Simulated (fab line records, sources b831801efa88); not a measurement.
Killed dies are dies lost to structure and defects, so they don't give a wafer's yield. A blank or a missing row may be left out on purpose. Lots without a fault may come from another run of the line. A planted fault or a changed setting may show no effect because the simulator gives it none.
fab line records | flow sky130 | part 2 of 2: steps 28 to 37 of 37
record lots=5 wafers=15 last_day=50
route steps=708 shown NWELL@64 PWDE@84 VT_ADJUST_HVTP@85 VT_ADJUST_LVTN@97
lots that met no fault: from a run of the same line without faults
start_h: hours from the record's first day to the start of the lot's first wafer shown | wait_h: hours since the lot's step before | " the same as in the row above | L1.1+2: a row that stands for several wafers | - no value, or no start given | * or withheld: withheld | < > ~ a bound
route shown NAME@n: a module of which the file shows steps, and the number in the route of the first | usual: mean/standard deviation of fault-free wafers | same: alike in all rows | chamber/n: place in a boat | sites: the reading at each site | _std_site: their standard deviation | _edge_site: outer sites' mean less inner sites' | radius_mm: how far each site lies from the wafer's centre | mask NAME#n: copy n | behind: the tool/chamber that last shaped the wafer | hold: why the lot was held/for how many hours/how that ended | device: the transistor (n, p or np) that didn't switch | end of line: the same wafers' tests at the end of the route | a step without rows: its recipe alone | killed: dies lost to structure and defects at the first sort, not the wafer's yield | map: a wafer's dies, x killed, . not, _ none there
set.NAME: the setting as run; set.NAME@STEP: as run at that earlier step | model.NAME: the simulator's own value behind a step, which no gauge read
lots at some steps of the route; a table a step, a row a wafer
services: from which hour (start_h, from the record's first day; less than 0 if before it) a tool's chamber was out of use, for how many hours, and why
## steps
# step SKY_VT_ADJUST_HVTP_CD_MEAS_07
# recipe target_cd_nm=380
# usual cd_nm=380.0/2.7
# columns lot.wafer tool chamber start_h wait_h cd_nm
L085.4 cd_sem-01 - 194.70 0.1 379.5
L085.5 " - " " 380.0
L085.6 " - " " 380.2
L089.1 cd_sem-02 - 223.52 0.1 380.7
L089.3 " - " " 379.6
L089.4 " - " " 382.7
L091.2 cd_sem-02 - 230.86 0.1 379.7
L091.3 " - " " 378.5
L091.6 " - " " 377.3
L094.1 cd_sem-01 - 250.37 0.1 380.0
L094.2 " - " " 378.9
L094.5 " - " " 377.7
L095.1 cd_sem-01 - 259.12 0.1 377.7
L095.4 " - " " 376.5
L095.5 " - " " 377.8
# step SKY_VT_ADJUST_HVTP_OVL_MEAS_08
# usual VT_ADJUST_HVTP_OVL=-0.5/1.5
# columns lot.wafer tool chamber start_h wait_h VT_ADJUST_HVTP_OVL[nm]
L085.4 overlay-02 - 194.78 0.1 1.9
L085.5 " - " " 0.9
L085.6 " - " " 0.6
L089.1 overlay-02 - 223.64 0.1 1.2
L089.3 " - " " 0.1
L089.4 " - " " -0.4
L091.2 overlay-02 - 230.96 0.1 -0.9
L091.3 " - " " -1.1
L091.6 " - " " -0.4
L094.1 overlay-01 - 250.49 0.1 -0.5
L094.2 " - " " -2.0
L094.5 " - " " 0.5
L095.1 overlay-01 - 259.24 0.1 -1.7
L095.4 " - " " -1.3
L095.5 " - " " -1.1
# step SKY_VT_ADJUST_HVTP_IMPLANT_09
# recipe species=As energy_kev=150 dose_cm2=4.3e+12 tilt_deg=withheld
# usual beam_on_s=10.00/0.21
# columns lot.wafer tool chamber start_h wait_h beam_on_s
L085.4 implanter-02 0 194.87 0.1 9.85
L085.5 " 0 " " 9.66
L085.6 " 0 " " 9.80
L089.1 implanter-02 0 223.67 0.0 9.89
L089.3 " 0 " " 10.24
L089.4 " 0 " " 10.25
L091.2 implanter-02 0 231.02 0.0 9.94
L091.3 " 0 " " 9.82
L091.6 " 0 " " 10.07
L094.1 implanter-01 0 250.52 0.0 10.17
L094.2 " 0 " " 9.97
L094.5 " 0 " " 10.18
L095.1 implanter-02 0 259.27 0.0 10.02
L095.4 " 0 " " 9.70
L095.5 " 0 " " 9.94
# step SKY_VT_ADJUST_HVTP_STRIP_10
# recipe chemistry=O2/N2 power_w=1400 pressure_mtorr=1500 platen_temp_c=withheld o2_flow_sccm=3000 n2_flow_sccm=300 overash_fraction=0.5
# usual drypump_motor_current_A=5.5/0.36 oes_product_au=0.715/0.0046 strip_time_to_endpoint_s=14.17/0.037
# columns lot.wafer tool chamber start_h wait_h drypump_motor_current_A oes_product_au rf_hours_counter_h strip_time_to_endpoint_s
L085.4 plasma_asher-02 0 194.98 0.1 5.2 0.720 - 14.12
L085.5 " 0 " " 5.1 0.716 - 14.12
L085.6 " 1 " " 5.9 0.717 - 14.11
L089.1 plasma_asher-04 1 223.82 0.1 5.6 0.722 42 14.16
L089.3 " 0 " " 5.1 0.722 - 14.19
L089.4 " 1 " " 5.7 0.721 - 14.17
L091.2 plasma_asher-03 1 231.14 0.1 6.1 0.705 11 14.16
L091.3 " 0 " " 5.7 0.718 - 14.21
L091.6 " 0 " " 5.7 0.717 - 14.19
L094.1 plasma_asher-03 0 250.67 0.1 5.7 0.713 13 14.11
L094.2 " 1 " " 6.1 0.714 13 14.12
L094.5 " 1 " " 6.1 0.717 - 14.12
L095.1 plasma_asher-02 1 259.42 0.1 5.9 0.722 57 14.13
L095.4 " 0 " " 5.1 0.712 - 14.17
L095.5 " 0 " " 5.1 0.712 - 14.19
# step SKY_VT_ADJUST_HVTP_TW_MEAS_11
# usual VT_ADJUST_HVTP_TW=1349/7.1
# columns lot.wafer tool chamber start_h wait_h VT_ADJUST_HVTP_TW
L085.4 film_metro-03 - 195.07 0.1 1347
L085.5 " - " " 1341
L085.6 " - " " 1346
L089.1 film_metro-04 - 223.92 0.1 1362
L089.3 " - " " 1358
L089.4 " - " " 1349
L091.2 film_metro-01 - 231.25 0.1 1345
L091.3 " - " " 1352
L091.6 " - " " 1347
L094.1 film_metro-03 - 250.77 0.1 1332
L094.2 " - " " 1351
L094.5 " - " " 1341
L095.1 film_metro-03 - 259.52 0.1 1333
L095.4 " - " " 1348
L095.5 " - " " 1342
# step SKY_VT_ADJUST_LVTN_DEHYDRATE_00
# recipe temp_c=200 time_s=60
# usual plate_temp_C=200.02/0.16
# same time_s=60
# columns lot.wafer tool chamber start_h wait_h plate_temp_C
L085.4 litho_track-04 0 205.76 10.7 200.06
L085.5 " 0 " " 199.71
L085.6 " 0 " " 199.79
L089.1 litho_track-01 0 235.23 11.3 200.07
L089.3 " 0 " " 199.85
L089.4 " 0 " " 199.99
L091.2 litho_track-04 0 242.41 11.1 200.21
L091.3 " 0 " " 200.09
L091.6 " 0 " " 200.12
L094.1 litho_track-01 0 262.28 11.5 199.91
L094.2 " 0 " " 200.04
L094.5 " 0 " " 200.02
L095.1 litho_track-03 0 271.09 11.6 199.77
L095.4 " 0 " " 199.72
L095.5 " 0 " " 200.14
# step SKY_VT_ADJUST_LVTN_HMDS_01
# recipe prime_time_s=60 prime_temp_c=120
# columns lot.wafer tool chamber start_h wait_h
L085.4+5+6 litho_track-04 0 205.91 0.1
L089.1+3+4 litho_track-01 0 235.38 0.1
L091.2+3+6 litho_track-04 0 242.56 0.1
L094.1+2+5 litho_track-01 0 262.43 0.1
L095.1+4+5 litho_track-03 0 271.24 0.1
# step SKY_VT_ADJUST_LVTN_COAT_02
# recipe spin_rpm=2000 resist_thk_nm=3000
# columns lot.wafer tool chamber start_h wait_h
L085.4+5+6 litho_track-04 0 206.06 0.1
L089.1+3+4 litho_track-01 0 235.53 0.1
L091.2+3+6 litho_track-04 0 242.71 0.1
L094.1+2+5 litho_track-01 0 262.58 0.1
L095.1+4+5 litho_track-03 0 271.39 0.1
# step SKY_VT_ADJUST_LVTN_SOFTBAKE_03
# recipe temp_c=110 time_s=withheld
# usual plate_temp_C=109.99/0.14
# columns lot.wafer tool chamber start_h wait_h plate_temp_C
L085.4 litho_track-04 0 206.24 0.1 109.96
L085.5 " 0 " " 109.86
L085.6 " 0 " " 109.93
L089.1 litho_track-01 0 235.68 0.1 109.68
L089.3 " 0 " " 109.86
L089.4 " 0 " " 109.66
L091.2 litho_track-04 0 242.87 0.1 110.09
L091.3 " 0 " " 110.00
L091.6 " 0 " " 110.15
L094.1 litho_track-01 0 262.73 0.1 110.07
L094.2 " 0 " " 110.06
L094.5 " 0 " " 110.07
L095.1 litho_track-03 0 271.54 0.1 109.87
L095.4 " 0 " " 110.10
L095.5 " 0 " " 109.87
# step SKY_VT_ADJUST_LVTN_EXPOSE_04
# recipe mask_id=NWM_COMPLEMENT_LESS_NATIVE na=0.6 source_shape=conventional sigma_outer=0.6 polarization=unpolarized target_cd_nm=840 dose_mj=194
# usual reticle_temp_C=23.01/0.11
# columns lot.wafer tool chamber start_h wait_h mask reticle_temp_C
L085.4 iline_stepper-02 0 - - NWM_COMPLEMENT_LESS_NATIVE#0 23.16
L085.5 " 0 " " NWM_COMPLEMENT_LESS_NATIVE#0 23.09
L085.6 " 0 " " NWM_COMPLEMENT_LESS_NATIVE#0 23.04
L089.1 iline_stepper-01 0 - - NWM_COMPLEMENT_LESS_NATIVE#0 22.69
L089.3 " 0 " " NWM_COMPLEMENT_LESS_NATIVE#0 22.85
L089.4 " 0 " " NWM_COMPLEMENT_LESS_NATIVE#0 22.88
L091.2 iline_stepper-01 0 - - NWM_COMPLEMENT_LESS_NATIVE#0 23.09
L091.3 " 0 " " NWM_COMPLEMENT_LESS_NATIVE#0 23.11
L091.6 " 0 " " NWM_COMPLEMENT_LESS_NATIVE#0 22.96
L094.1 iline_stepper-01 0 - - NWM_COMPLEMENT_LESS_NATIVE#0 22.90
L094.2 " 0 " " NWM_COMPLEMENT_LESS_NATIVE#0 23.08
L094.5 " 0 " " NWM_COMPLEMENT_LESS_NATIVE#0 23.18
L095.1 iline_stepper-01 0 - - NWM_COMPLEMENT_LESS_NATIVE#0 22.90
L095.4 " 0 " " NWM_COMPLEMENT_LESS_NATIVE#0 23.14
L095.5 " 0 " " NWM_COMPLEMENT_LESS_NATIVE#0 22.88
## services
# columns tool chamber start_h hours kind
iline_stepper-02 - 131.92 4.4 pm
implanter-04 - 134.91 4.1 repair
plasma_asher-01 - 145.38 26.5 repair
plasma_asher-03 - 161.29 8.1 repair
implanter-04 - 170.52 3.4 repair
implanter-03 - 181.10 3.9 pm
implanter-02 - 186.45 5.1 repair
plasma_asher-02 - 197.02 3.7 repair
iline_stepper-02 - 207.30 5.4 repair
plasma_asher-04 - 210.57 2.8 pm
implanter-01 - 213.21 3.8 repair
plasma_asher-02 - 219.82 1.9 repair
implanter-03 - 230.54 2.4 pm
implanter-04 - 234.87 3.2 pm
plasma_asher-01 - 252.02 6.7 repair
implanter-03 - 254.38 1.3 repair
plasma_asher-01 - 262.16 1.1 repair
implanter-04 - 266.90 6.8 repair
implanter-01 - 269.16 10.2 repair
implanter-03 - 269.62 3.2 repair
